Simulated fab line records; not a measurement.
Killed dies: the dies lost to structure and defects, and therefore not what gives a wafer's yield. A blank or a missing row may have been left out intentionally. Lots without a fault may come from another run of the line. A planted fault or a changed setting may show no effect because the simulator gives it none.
A lot that was struck, set against a sound lot / flow sky130 / 15 out of 708 route steps
Sound: wafers L962.2, L962.3, L962.4. Wafers L975.1, L975.5, L975.6 were the ones struck. Last of all comes the cause.
At each step with rows: each side's tool, then ch and its chambers, then its first start. Under that, the readings that differ: sound wafers / struck wafers / difference of the means / sigmas: that difference in standard deviations of wafers without a fault.
alike: a reading whose means differ by less than 2 such deviations, as well as words and numbers matching on both sides. not compared: withheld readings; readings where some wafer has no value; bounds like >300 that might hide an equal value; numbers whose values overlap and for which the record gives no deviation.
A row with sigmas, a row that says differs or no value, or rows on one side alone: a step with any of these is where the two part. When numbers do not overlap yet have no deviation, they are printed without sigmas and do not part them. A reading that every wafer of one side lacks parts them only if that side has two wafers or more.

SKY_VIA1_STRIP_16: strips in O2/N2.
  sound on plasma asher-04 ch 0,1, day 36 17:58; struck on plasma asher-01 ch 0,1, day 40 02:02
  alike: drypump motor current A, oes product au, strip time to endpoint s
  not compared: rf hours counter h
then, 4 steps without rows for these wafers: SKY_VIA1_STRIP_17 (strips in post etch residue remover, time 1200 s); SKY_VIA1_CLEAN_18 (cleans in IPA, time 180 s); SKY_VIA1_CLEAN_19 (cleans in O3/DIW); SKY_VIA1_SPUTTER_20 (material TiN, target thk 20 nm, time 80 s).
SKY_VIA1_CVD_21: deposits W, target thk 270 nm, time 80.902 s.
  sound on cvd w-01 ch 0,1, day 36 18:41; struck on cvd w-02 ch 0,1, day 40 02:41
  alike: heater power w, susceptor temp C
SKY_VIA1_RS_MEAS_22: measures by four-point-probe.
  sound on film metro-01, day 36 18:47; struck on film metro-04, day 40 02:46
  alike: VIA1_W_RS
SKY_VIA1_THK_MEAS_23: measures by xrf.
  sound on film metro-01, day 36 18:54; struck on film metro-04, day 40 02:53
  alike: VIA1_W_THK
then, 1 step without rows for these wafers: SKY_VIA1_CMP_24 (polishes, stops on SiO2, t overpolish 15 s, target thk 0 nm).
SKY_METAL2_SPUTTER_00: material Ti, target thk 15 nm, time 10 s.
  sound on pvd sputter-01, day 36 19:15; struck on pvd sputter-01, day 40 03:15
  alike: chamber pressure pa, throttle valve pct
then, 1 step without rows for these wafers: SKY_METAL2_SPUTTER_01 (material TiN, target thk 20 nm, time 16.7 s).
SKY_METAL2_SPUTTER_02: material AlCu, target thk 250 nm, time 13.3 s.
  sound on pvd sputter-01, day 36 19:18; struck on pvd sputter-01, day 40 03:18
  alike: chamber pressure pa, throttle valve pct
SKY_METAL2_SPUTTER_03: material Ti, target thk 5 nm, time 3.3 s.
  sound on pvd sputter-01, day 36 19:19; struck on pvd sputter-01, day 40 03:19
reading=chamber pressure pa (Pa); sound=0.3995 0.4010 0.3992; struck=0.3429 0.3416 0.3415; difference=-0.0579; sigmas=-78
reading=throttle valve pct (%); sound=30.3 28.3 30.0; struck=33.0 32.4 31.3; difference=+2.7; sigmas=+3
SKY_METAL2_SPUTTER_04: material TiN, target thk 70 nm, time 58.3 s.
  sound on pvd sputter-01, day 36 19:20; struck on pvd sputter-01, day 40 03:20
  alike: chamber pressure pa, throttle valve pct
-- the record jumps here: 10 days lie between the struck wafers' starts before and after (it left off in module METAL2 and takes up again in module PAD_OPEN, whose first step shown is number 708 of the route) --
SKY_PAD_OPEN_PROBE_99:
  sound on prober-02, day 47 23:10; struck on prober-01, day 50 06:41
  alike: defect limited yield, killed_at_M0_to_M3, killed_at_M4_up, killed at contacts, killed at front end, killed at other, killed dies, killed open, killed short, sort_bin_3_pad_short, sort_bin_5_function, sort_bin_6_memory, sort n pass, sort yield pct

## WHERE THEY PART
Only at SKY_METAL2_SPUTTER_03, within this record. Later steps at which nothing parts them and some readings are alike: SKY_METAL2_SPUTTER_04, SKY_PAD_OPEN_PROBE_99.

WHY: what the simulator had put in
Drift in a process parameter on pvd sputter-01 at SKY_METAL2_SPUTTER_03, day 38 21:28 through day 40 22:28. From 0.4, the setting chamber pressure pa moved by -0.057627. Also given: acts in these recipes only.
